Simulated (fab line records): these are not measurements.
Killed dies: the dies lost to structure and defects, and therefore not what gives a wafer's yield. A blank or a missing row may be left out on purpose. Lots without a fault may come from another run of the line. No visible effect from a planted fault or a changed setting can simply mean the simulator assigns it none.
fab line records | flow sky130
[record] lots = 6 wafers = 18 lastDay = 50
route steps=708 shown LDD_N@253 LDD_P@255 LDD_HVN@267 LDD_HVP@278 LDD_LDN@289 PAD_OPEN@708
lots untouched by any fault: they come from a run of this same line in which no faults occurred
startH: hours from the record's first day to the start of the lot's first wafer shown | waitH: how many hours have passed since the lot's step before this one | " as in the row above | L1.1+2: one row covering several wafers at once | - no value present, or no start provided | * or withheld: withheld | < > ~ a bound
route shown NAME@n: names a module that has steps shown in the file, with the first one's number in the route | usual: the fault-free wafers' mean and standard deviation | same: alike in all rows | chamber/n: place in a boat | sites: the reading at each site | _std_site: the standard deviation of these | _edge_site: mean of outer sites minus mean of inner sites | radiusMm: for every site, how far away it sits from the centre of the wafer | mask NAME#n: copy n | behind: the tool/chamber that last shaped the wafer | hold: the reason the lot was held/the length of the hold in hours/how it ended | device: the n, p or np transistor that did not switch | end of line: tests run on the same wafers once the route is complete | for a step that has no rows: nothing shown but its recipe | killed: not the wafer's yield, but the dies lost to structure and defects at the first sort | map: dies across one wafer; x = killed, . = not, _ = none there
set.NAME: setting as actually run; set.NAME@STEP: the setting as run at that earlier step | model.NAME: the simulator's own value behind a step, which no gauge read
lots seen at some steps along the route; tables by step, rows by wafer
services: the hour from which a tool's chamber was out of use, counted from the record's first day as startH (under 0 if before that day), plus the number of hours and why
[[steps]]
[step SKY_LDD_N_STRIP_16]
[recipe] chemistry = O2/N2 powerW = 1400 pressureMtorr = 1500 platenTempC = withheld o2FlowSccm = 3000 n2FlowSccm = 300 overashFraction = 0.5
[usual] drypumpMotorCurrentA = 6.0/0.4 n2FlowSccm = 300.0/0.97 oesProductAu = 0.407/0.0046 stripTimeToEndpointS = 4.325/0.014
// columns lot.wafer tool chamber startH waitH drypumpMotorCurrentA n2FlowSccm oesProductAu rfHoursCounterH stripTimeToEndpointS
L985.1 plasmaAsher-04 1 396.10 0.1 5.0 299.1 0.406 27 4.336
L985.5 " 1 " " 4.9 299.6 0.414 - 4.352
L985.6 " 0 " " 6.4 300.6 0.414 - 4.344
L996.1 plasmaAsher-03 1 503.34 0.1 6.0 299.8 0.408 70 4.297
L996.5 " 0 " " 6.0 300.9 0.411 - 4.323
L996.6 " 1 " " 6.0 301.5 0.410 - 4.312
L997.1 plasmaAsher-03 0 513.55 0.1 6.0 299.4 0.402 71 4.332
L997.2 " 1 " " 6.0 299.6 0.405 71 4.328
L997.3 " 0 " " 6.0 299.0 0.414 - 4.336
L998.2 plasmaAsher-02 0 519.30 0.1 5.8 301.6 0.408 83 4.311
L998.3 " 1 " " 6.4 299.7 0.400 - 4.319
L998.5 " 1 " " 6.4 298.8 0.413 - 4.339
L103.1 plasmaAsher-03 1 563.80 0.1 6.0 299.6 0.409 76 4.324
L103.3 " 1 " " 6.0 301.1 0.403 - 4.321
L103.6 " 1 " " 6.0 299.4 0.413 - 4.333
L105.1 plasmaAsher-03 0 586.10 0.1 6.0 299.4 0.395 78 4.311
L105.4 " 0 " " 6.0 300.0 0.404 - 4.324
L105.5 " 0 " " 6.0 300.9 0.406 - 4.315
[step SKY_LDD_N_TW_MEAS_17]
[usual] LDD_N_TW = 2595/13
// columns lot.wafer tool chamber startH waitH LDD_N_TW
L985.1 filmMetro-01 - 396.20 0.1 2583
L985.5 " - " " 2593
L985.6 " - " " 2562
L996.1 filmMetro-02 - 503.44 0.1 2598
L996.5 " - " " 2599
L996.6 " - " " 2593
L997.1 filmMetro-01 - 513.65 0.1 2562
L997.2 " - " " 2584
L997.3 " - " " 2581
L998.2 filmMetro-02 - 519.41 0.1 2596
L998.3 " - " " 2595
L998.5 " - " " 2594
L103.1 filmMetro-01 - 563.90 0.1 2589
L103.3 " - " " 2584
L103.6 " - " " 2575
L105.1 filmMetro-02 - 586.20 0.1 2603
L105.4 " - " " 2593
L105.5 " - " " 2619
[step SKY_LDD_P_DEHYDRATE_00]
[recipe] tempC = 200 timeS = 60
[step SKY_LDD_P_HMDS_01]
[recipe] primeTimeS = 60 primeTempC = 120
[step SKY_LDD_P_COAT_02]
[recipe] resist = NOVOLAK spinRpm = 3000 resistThkNm = 1140
[step SKY_LDD_P_SOFTBAKE_03]
[recipe] tempC = 90 timeS = 60 resist = NOVOLAK
[step SKY_LDD_P_EXPOSE_04]
[recipe] maskId = PSDM na = 0.6 sourceShape = conventional sigmaOuter = 0.6 polarization = unpolarized targetCdNm = 380 doseMj = 138
[step SKY_LDD_P_PEB_05]
[recipe] tempC = withheld timeS = * resist = NOVOLAK
[step SKY_LDD_P_DEVELOP_06]
[recipe] resist = NOVOLAK developer = TMAH developTimeS = 60 devTempC = 23
[step SKY_LDD_P_CD_MEAS_07]
[recipe] targetCdNm = 380
[usual] cdNm = 379.3/2.4
// columns lot.wafer tool chamber startH waitH cdNm
L985.1 cdSem-02 - 425.48 0.2 374.1
L985.5 " - " " 374.9
L985.6 " - " " 375.9
L996.1 cdSem-01 - 533.26 0.1 383.8
L996.5 " - " " 385.4
L996.6 " - " " 378.3
L997.1 cdSem-01 - 543.89 0.1 376.5
L997.2 " - " " 377.9
L997.3 " - " " 378.3
L998.2 cdSem-01 - 550.18 0.1 376.6
L998.3 " - " " 376.5
L998.5 " - " " 377.6
L103.1 cdSem-02 - 592.21 0.1 378.2
L103.3 " - " " 378.5
L103.6 " - " " 375.8
L105.1 cdSem-01 - 615.14 0.1 379.6
L105.4 " - " " 376.9
L105.5 " - " " 378.4
[step SKY_LDD_P_OVL_MEAS_08]
[usual] LDD_P_OVL = 0.3/1.3
// columns lot.wafer tool chamber startH waitH LDD_P_OVL[nm]
L985.1 overlay-02 - 425.60 0.1 -2.2
L985.5 " - " " -1.1
L985.6 " - " " -1.5
L996.1 overlay-01 - 533.38 0.1 0.4
L996.5 " - " " 3.0
L996.6 " - " " 1.3
L997.1 overlay-02 - 544.01 0.1 0.9
L997.2 " - " " -0.1
L997.3 " - " " 1.3
L998.2 overlay-02 - 550.29 0.1 -0.6
L998.3 " - " " -2.1
L998.5 " - " " -1.3
L103.1 overlay-01 - 592.33 0.1 0.0
L103.3 " - " " 0.8
L103.6 " - " " 1.0
L105.1 overlay-01 - 615.26 0.1 1.7
L105.4 " - " " -0.8
L105.5 " - " " 0.0
[step SKY_LDD_P_IMPLANT_09]
[recipe] species = BF2 energyKev = 25.37 doseCm2 = 1e+13 tiltDeg = withheld
[step SKY_LDD_P_STRIP_10]
[recipe] chemistry = O2/N2 powerW = 1400 pressureMtorr = 1500 platenTempC = withheld o2FlowSccm = 3000 n2FlowSccm = 300 overashFraction = 0.5
[usual] drypumpMotorCurrentA = 5.7/0.58 n2FlowSccm = 299.9/0.85 oesProductAu = 0.716/0.0043 stripTimeToEndpointS = 14.21/0.044
// columns lot.wafer tool chamber startH waitH drypumpMotorCurrentA n2FlowSccm oesProductAu rfHoursCounterH stripTimeToEndpointS
L985.1 plasmaAsher-02 0 425.79 0.1 5.8 300.9 0.716 73 14.14
L985.5 " 0 " " 5.8 300.9 0.719 - 14.18
L985.6 " 1 " " 6.4 301.2 0.709 - 14.19
L996.1 plasmaAsher-02 0 533.72 0.2 5.8 300.8 0.720 85 14.25
L996.5 " 1 " " 6.4 298.7 0.722 - 14.27
L996.6 " 0 " " 5.8 300.8 0.715 - 14.30
L997.1 plasmaAsher-02 1 544.19 0.1 6.4 299.4 0.716 86 14.27
L997.2 " 0 " " 5.8 297.9 0.715 86 14.31
L997.3 " 1 " " 6.4 301.1 0.716 - 14.22
L998.2 plasmaAsher-03 0 550.47 0.1 6.0 301.2 0.715 74 14.18
L998.3 " 0 " " 5.9 300.6 0.727 - 14.19
L998.5 " 1 " " 6.1 298.9 0.722 - 14.21
L103.1 plasmaAsher-03 0 592.51 0.1 6.0 301.3 0.710 79 14.20
L103.3 " 1 " " 6.0 300.5 0.711 - 14.15
L103.6 " 0 " " 6.0 299.5 0.716 - 14.25
L105.1 plasmaAsher-03 1 615.44 0.1 6.1 299.7 0.714 81 14.11
L105.4 " 0 " " 6.0 302.2 0.724 - 14.18
L105.5 " 1 " " 6.0 300.0 0.716 - 14.13
[step SKY_LDD_P_TW_MEAS_11]
[usual] LDD_P_TW = 637/3.5
// columns lot.wafer tool chamber startH waitH LDD_P_TW
L985.1 filmMetro-01 - 425.89 0.1 643
L985.5 " - " " 646
L985.6 " - " " 646
L996.1 filmMetro-03 - 533.82 0.1 635
L996.5 " - " " 637
L996.6 " - " " 635
L997.1 filmMetro-04 - 544.29 0.1 638
L997.2 " - " " 637
L997.3 " - " " 635
L998.2 filmMetro-01 - 550.58 0.1 635
L998.3 " - " " 640
L998.5 " - " " 636
L103.1 filmMetro-03 - 592.61 0.1 639
L103.3 " - " " 644
L103.6 " - " " 644
L105.1 filmMetro-03 - 615.54 0.1 639
L105.4 " - " " 637
L105.5 " - " " 642
[step SKY_LDD_HVN_DEHYDRATE_00]
[recipe] tempC = 200 timeS = 60
[step SKY_LDD_HVN_HMDS_01]
[recipe] primeTimeS = 60 primeTempC = 120
[step SKY_LDD_HVN_COAT_02]
[recipe] resist = NOVOLAK spinRpm = 3000 resistThkNm = 300
[step SKY_LDD_HVN_SOFTBAKE_03]
[recipe] tempC = 90 timeS = 60 resist = NOVOLAK
[step SKY_LDD_HVN_EXPOSE_04]
[recipe] maskId = HVNTM na = 0.6 sourceShape = conventional sigmaOuter = 0.6 polarization = unpolarized targetCdNm = 700 doseMj = 127
[step SKY_LDD_HVN_PEB_05]
[recipe] tempC = withheld timeS = * resist = NOVOLAK
[step SKY_LDD_HVN_DEVELOP_06]
[recipe] resist = NOVOLAK developer = TMAH developTimeS = 60 devTempC = 23
[step SKY_LDD_HVN_OVL_MEAS_07]
[usual] LDD_HVN_OVL = 0.5/1.4
// columns lot.wafer tool chamber startH waitH LDD_HVN_OVL[nm]
L985.1 overlay-02 - 457.21 0.1 -0.1
L985.5 " - " " 0.8
L985.6 " - " " 1.9
L996.1 overlay-02 - 563.89 0.1 0.4
L996.5 " - " " -1.7
L996.6 " - " " 0.1
L997.1 overlay-01 - 573.96 0.1 0.6
L997.2 " - " " 0.1
L997.3 " - " " 2.5
L998.2 overlay-02 - 580.27 0.1 2.1
L998.3 " - " " 2.5
L998.5 " - " " 2.5
L103.1 overlay-01 - 621.36 0.1 0.2
L103.3 " - " " 1.4
L103.6 " - " " 1.4
L105.1 overlay-02 - 644.26 0.1 -1.7
L105.4 " - " " -2.2
L105.5 " - " " -1.2
[step SKY_LDD_HVN_IMPLANT_08]
[recipe] species = P energyKev = 60 doseCm2 = 3e+13 tiltDeg = 40
[step SKY_LDD_HVN_STRIP_09]
[recipe] chemistry = O2/N2 powerW = 1400 pressureMtorr = 1500 platenTempC = withheld o2FlowSccm = 3000 n2FlowSccm = 300 overashFraction = 0.5
[usual] drypumpMotorCurrentA = 5.6/0.67 n2FlowSccm = 300.1/0.92 oesProductAu = 0.409/0.0046 stripTimeToEndpointS = 4.140/0.016
// columns lot.wafer tool chamber startH waitH drypumpMotorCurrentA n2FlowSccm oesProductAu rfHoursCounterH stripTimeToEndpointS
L985.1 plasmaAsher-04 1 457.40 0.1 4.9 299.0 0.415 34 4.141
L985.5 " 0 " " 6.4 300.1 0.408 - 4.121
L985.6 " 1 " " 4.9 300.5 0.410 - 4.121
L996.1 plasmaAsher-02 0 564.07 0.1 5.8 300.4 0.411 88 4.162
L996.5 " 1 " " 6.4 299.2 0.407 - 4.157
L996.6 " 0 " " 5.8 298.1 0.402 - 4.122
L997.1 plasmaAsher-02 0 574.15 0.1 5.8 300.3 0.408 89 4.153
L997.2 " 1 " " 6.4 300.9 0.406 89 4.134
L997.3 " 0 " " 5.8 299.4 0.403 - 4.143
L998.2 plasmaAsher-04 0 580.45 0.1 6.3 299.8 0.412 47 4.131
L998.3 " 0 " " 6.3 300.4 0.404 - 4.114
L998.5 " 0 " " 6.3 298.3 0.408 - 4.123
L103.1 plasmaAsher-01 1 621.55 0.1 5.0 301.2 0.403 15 4.122
L103.3 " 0 " " 4.8 299.8 0.406 - 4.142
L103.6 " 1 " " 5.0 300.8 0.401 - 4.127
L105.1 plasmaAsher-04 1 644.45 0.1 5.0 301.7 0.407 53 4.114
L105.4 " 0 " " 6.3 299.1 0.409 - 4.138
L105.5 " 0 " " 6.4 299.9 0.408 - 4.128
[step SKY_LDD_HVN_TW_MEAS_10]
[usual] LDD_HVN_TW = 1438/9.8
// columns lot.wafer tool chamber startH waitH LDD_HVN_TW
L985.1 filmMetro-02 - 457.50 0.1 1448
L985.5 " - " " 1443
L985.6 " - " " 1452
L996.1 filmMetro-02 - 564.17 0.1 1446
L996.5 " - " " 1439
L996.6 " - " " 1446
L997.1 filmMetro-02 - 574.25 0.1 1450
L997.2 " - " " 1454
L997.3 " - " " 1455
L998.2 filmMetro-02 - 580.56 0.1 1447
L998.3 " - " " 1451
L998.5 " - " " 1443
L103.1 filmMetro-02 - 621.65 0.1 1446
L103.3 " - " " 1446
L103.6 " - " " 1448
L105.1 filmMetro-04 - 644.55 0.1 1427
L105.4 " - " " 1431
L105.5 " - " " 1428
[step SKY_LDD_HVP_DEHYDRATE_00]
[recipe] tempC = 200 timeS = 60
[step SKY_LDD_HVP_HMDS_01]
[recipe] primeTimeS = 60 primeTempC = 120
[step SKY_LDD_HVP_COAT_02]
[recipe] resist = NOVOLAK spinRpm = 3000 resistThkNm = 300
[step SKY_LDD_HVP_SOFTBAKE_03]
[recipe] tempC = 90 timeS = 60 resist = NOVOLAK
[step SKY_LDD_HVP_EXPOSE_04]
[recipe] maskId = HVPTM na = 0.6 sourceShape = conventional sigmaOuter = 0.6 polarization = unpolarized targetCdNm = 700 doseMj = 86
[step SKY_LDD_HVP_PEB_05]
[recipe] tempC = withheld timeS = * resist = NOVOLAK
[step SKY_LDD_HVP_DEVELOP_06]
[recipe] resist = NOVOLAK developer = TMAH developTimeS = 60 devTempC = 23
[step SKY_LDD_HVP_OVL_MEAS_07]
[usual] LDD_HVP_OVL = -0.3/1.4
// columns lot.wafer tool chamber startH waitH LDD_HVP_OVL[nm]
L985.1 overlay-02 - 488.31 0.1 0.9
L985.5 " - " " 1.4
L985.6 " - " " 0.6
L996.1 overlay-02 - 592.51 0.1 -1.5
L996.5 " - " " -2.0
L996.6 " - " " -1.3
L997.1 overlay-02 - 603.06 0.1 -1.0
L997.2 " - " " -2.5
L997.3 " - " " -0.6
L998.2 overlay-01 - 609.09 0.1 1.2
L998.3 " - " " -2.1
L998.5 " - " " 0.2
L103.1 overlay-01 - 650.79 0.1 -1.4
L103.3 " - " " -2.6
L103.6 " - " " -1.0
L105.1 overlay-02 - 672.86 0.1 0.5
L105.4 " - " " -1.0
L105.5 " - " " -1.2
[step SKY_LDD_HVP_IMPLANT_08]
[recipe] species = B energyKev = 20 doseCm2 = 1.7e+13 tiltDeg = 17.9
[step SKY_LDD_HVP_STRIP_09]
[recipe] chemistry = O2/N2 powerW = 1400 pressureMtorr = 1500 platenTempC = withheld o2FlowSccm = 3000 n2FlowSccm = 300 overashFraction = 0.5
[usual] drypumpMotorCurrentA = 5.5/0.65 n2FlowSccm = 300.0/0.89 oesProductAu = 0.409/0.0042 stripTimeToEndpointS = 4.139/0.014
// columns lot.wafer tool chamber startH waitH drypumpMotorCurrentA n2FlowSccm oesProductAu rfHoursCounterH stripTimeToEndpointS
L985.1 plasmaAsher-04 0 488.49 0.1 6.3 301.0 0.413 37 4.144
L985.5 " 0 " " 6.4 301.3 0.416 - 4.130
L985.6 " 1 " " 4.9 299.6 0.404 - 4.123
L996.1 plasmaAsher-01 0 592.69 0.1 4.8 300.4 0.410 12 4.138
L996.5 " 1 " " 5.0 300.2 0.412 - 4.130
L996.6 " 0 " " 4.8 300.2 0.412 - 4.155
L997.1 plasmaAsher-04 0 603.24 0.1 6.3 299.6 0.407 50 4.148
L997.2 " 1 " " 4.9 299.5 0.408 50 4.147
L997.3 " 1 " " 5.0 300.0 0.415 - 4.145
L998.2 plasmaAsher-03 1 609.27 0.1 6.0 300.3 0.410 80 4.132
L998.3 " 1 " " 6.0 299.4 0.402 - 4.114
L998.5 " 1 " " 6.0 301.5 0.410 - 4.162
L103.1 plasmaAsher-04 0 650.97 0.1 6.4 298.6 0.409 54 4.150
L103.3 " 1 " " 4.9 301.0 0.413 - 4.144
L103.6 " 1 " " 4.9 300.8 0.411 - 4.152
L105.1 plasmaAsher-01 1 673.04 0.1 5.0 300.1 0.406 19 4.153
L105.4 " 0 " " 4.8 300.1 0.404 - 4.146
L105.5 " 1 " " 5.0 300.6 0.410 - 4.147
[step SKY_LDD_HVP_TW_MEAS_10]
[usual] LDD_HVP_TW = 455.9/2.9
// columns lot.wafer tool chamber startH waitH LDD_HVP_TW
L985.1 filmMetro-03 - 488.59 0.1 457.2
L985.5 " - " " 458.8
L985.6 " - " " 460.7
L996.1 filmMetro-04 - 592.79 0.1 453.3
L996.5 " - " " 452.7
L996.6 " - " " 453.1
L997.1 filmMetro-03 - 603.34 0.1 460.0
L997.2 " - " " 458.4
L997.3 " - " " 457.7
L998.2 filmMetro-02 - 609.38 0.1 460.4
L998.3 " - " " 461.6
L998.5 " - " " 460.2
L103.1 filmMetro-04 - 651.07 0.1 455.7
L103.3 " - " " 455.2
L103.6 " - " " 457.7
L105.1 filmMetro-02 - 673.14 0.1 455.4
L105.4 " - " " 455.5
L105.5 " - " " 456.9
[step SKY_LDD_LDN_DEHYDRATE_00]
[recipe] tempC = 200 timeS = 60
[step SKY_LDD_LDN_HMDS_01]
[recipe] primeTimeS = 60 primeTempC = 120
[step SKY_LDD_LDN_COAT_02]
[recipe] resist = NOVOLAK spinRpm = 3000 resistThkNm = 1140
[step SKY_LDD_LDN_SOFTBAKE_03]
[recipe] tempC = 90 timeS = 60 resist = NOVOLAK
[step SKY_LDD_LDN_EXPOSE_04]
[recipe] maskId = LDNTM na = 0.6 sourceShape = conventional sigmaOuter = 0.6 polarization = unpolarized targetCdNm = 700 doseMj = 140
[step SKY_LDD_LDN_PEB_05]
[recipe] tempC = withheld timeS = * resist = NOVOLAK
[step SKY_PAD_OPEN_PROBE_99]
[usual] killed_at_M0_to_M3 = 42/7.6 killed_at_M4_up = 3.4/2 killedAtContacts = 24/5.9 killedAtFrontEnd = 16/4.5 killedAtOther = 0.4/0.58 killedDies = 86/10 killedOpen = 47/7.6 killedShort = 39/6.7
[same] grossDies = 492 killedAtBackSide = 0
// columns lot.wafer tool chamber startH waitH killed_at_M0_to_M3 killed_at_M4_up killedAtContacts killedAtFrontEnd killedAtOther killedDies killedOpen killedShort
L996.1 prober-02 - 1142.85 0.2 37 3 37 32 0 109 47 41
L996.6 prober-02 - 1143.10 0.4 50 1 25 36 0 112 51 42
L997.2 prober-02 - 1149.34 0.1 34 2 23 44 0 103 47 32
L103.1 prober-02 - 1179.83 0.1 42 6 31 15 0 94 55 39
L103.3 prober-02 - 1179.93 0.2 48 1 18 23 0 90 52 38
L103.6 prober-02 - 1180.08 0.2 39 2 27 13 0 81 37 44
// killed by level:class
L996.1 LDD_P:unspecified=21 CONTACT:geometricParticle:open=13 LI_CONTACT:geometricParticle:open=11 METAL2:geometricParticle:short=8 VIA1:geometricParticle:short=6 VIA2:geometricParticle:open=5 VIA3:geometricParticle:open=5 FIELD_ISO:geometricParticle:short=4
L996.6 LDD_P:unspecified=19 VIA1:geometricParticle:open=13 LI_CONTACT:geometricParticle:open=11 CONTACT:geometricParticle:open=6 CONTACT:geometricParticle:short=6 METAL2:geometricParticle:short=6 FIELD_ISO:geometricParticle:short=5 VIA3:geometricParticle:short=5
L997.2 LDD_P:unspecified=24 CONTACT:geometricParticle:open=10 LI_CONTACT:geometricParticle:open=8 VIA1:geometricParticle:open=7 VIA3:geometricParticle:open=6 FIELD_ISO:geometricParticle:short=5 POLY_GATE:geometricParticle:short=5 VIA1:geometricParticle:short=5
L103.1 CONTACT:geometricParticle:open=10 VIA1:geometricParticle:open=9 VIA2:geometricParticle:open=9 POLY_GATE:geometricParticle:open=7 LI_CONTACT:geometricParticle:open=7 VIA3:geometricParticle:open=7 METAL4:geometricParticle:short=6 LOCAL_INTERCONNECT:geometricParticle:short=6
L103.3 VIA1:geometricParticle:open=10 FIELD_ISO:geometricParticle:short=9 VIA3:geometricParticle:open=9 FIELD_ISO:geometricParticle:open=7 CONTACT:geometricParticle:open=7 LI_CONTACT:geometricParticle:open=6 METAL2:geometricParticle:short=6 VIA2:geometricParticle:open=5
L103.6 CONTACT:geometricParticle:open=9 METAL2:geometricParticle:short=8 CONTACT:geometricParticle:short=7 VIA1:geometricParticle:open=7 VIA2:geometricParticle:open=7 LI_CONTACT:geometricParticle:open=6 METAL1:geometricParticle:short=5 FIELD_ISO:geometricParticle:open=4
// map L996.6 (x killed, . not)
__________.xx...xxxx_________
________.......xxxxxxx_______
______..xx..x...xxxxxx.._____
_____.........x..xx.xx.x.____
____...x....x....x........___
___.x............xx..x..xx.__
__..x.....xx.xx......x.xx.x._
_x.....x...x..x...xx.........
_...xx.x.....x.....x........x
_x........xx.....xx.......x.x
_..............x.x..x..x.....
_x......x..x.....x......x....
_.x..x.......x...............
_..x....x..x.........x.......
_...........x..xx..xx..x.....
__...............x.x........_
___.x.x..xxx....xx.........__
____x...............x..xxx___
_____..x.................____
______x......x..x......x_____
________...xx.x.....x._______
__________...x.....x_________
// map L997.2 (x killed, . not)
__________x.x...xxxx_________
________......xx.xxxxx_______
______....x...x..xxxxxxx_____
_____......x.....xxxxxx.x____
____...x............x....x___
___.......xx.x.....x.x....x__
__.xx....x...x......x....x.._
_.x.x..........x...x....x..xx
_x....x....x.x....x........x.
_..x...x...................x.
_..xx..x.x....x....x.x...x...
_x.....x.................x...
_..x...x.............x.......
_.x...xx........xx.........x.
_.........xx............x.x..
__.....x...x.x.....x.x......_
___...x.x........x.x...x...__
____........x.............___
_____.............x......____
______..........x...x..._____
________...x....x.x..._______
__________.........x_________
[[services]]
// columns tool chamber startH hours kind
plasmaAsher-01 - 421.25 9.0 pm
plasmaAsher-01 0 421.25 9.0 ventCycle
plasmaAsher-01 1 421.25 9.0 ventCycle
plasmaAsher-01 0 430.25 - clean
plasmaAsher-01 1 430.25 - clean
plasmaAsher-01 - 468.55 28.1 pm
plasmaAsher-01 - 520.03 14.3 repair
plasmaAsher-02 - 555.53 0.7 repair
plasmaAsher-03 - 558.32 0.5 repair
plasmaAsher-02 - 582.49 1.9 repair
[[key]]
[firstSign] step = SKY_PAD_OPEN_PROBE_99 reading = killedAtFrontEnd direction = up sigmas = 4.8 usual = 16 struck = 37
[effect] step = SKY_PAD_OPEN_PROBE_99 reading = killedDies direction = up sigmas = 2.1 usual = 86 struck = 108 wafersMoved = 2
metAt SKY_LDD_P_STRIP_10
struckWafers L996.1,L996.6,L997.2
testerLeftOut L996,L997
onsetBetween 425.79 533.72
[fault] kind = chamberParticleSource tool = plasmaAsher-02 chamber = 0 onsetH = 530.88 steps = SKY_LDD_P_STRIP_10 ratePerVisitCm2 = 0.53698 endH = 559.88
// testerLeftOut: of these lots the tester's yield and bins aren't shown, on N5 and GAA mostly nor the transistor test; their killed dies are dies lost to structure and defects alone, not to doping, threshold or leakage, so they don't give the yield
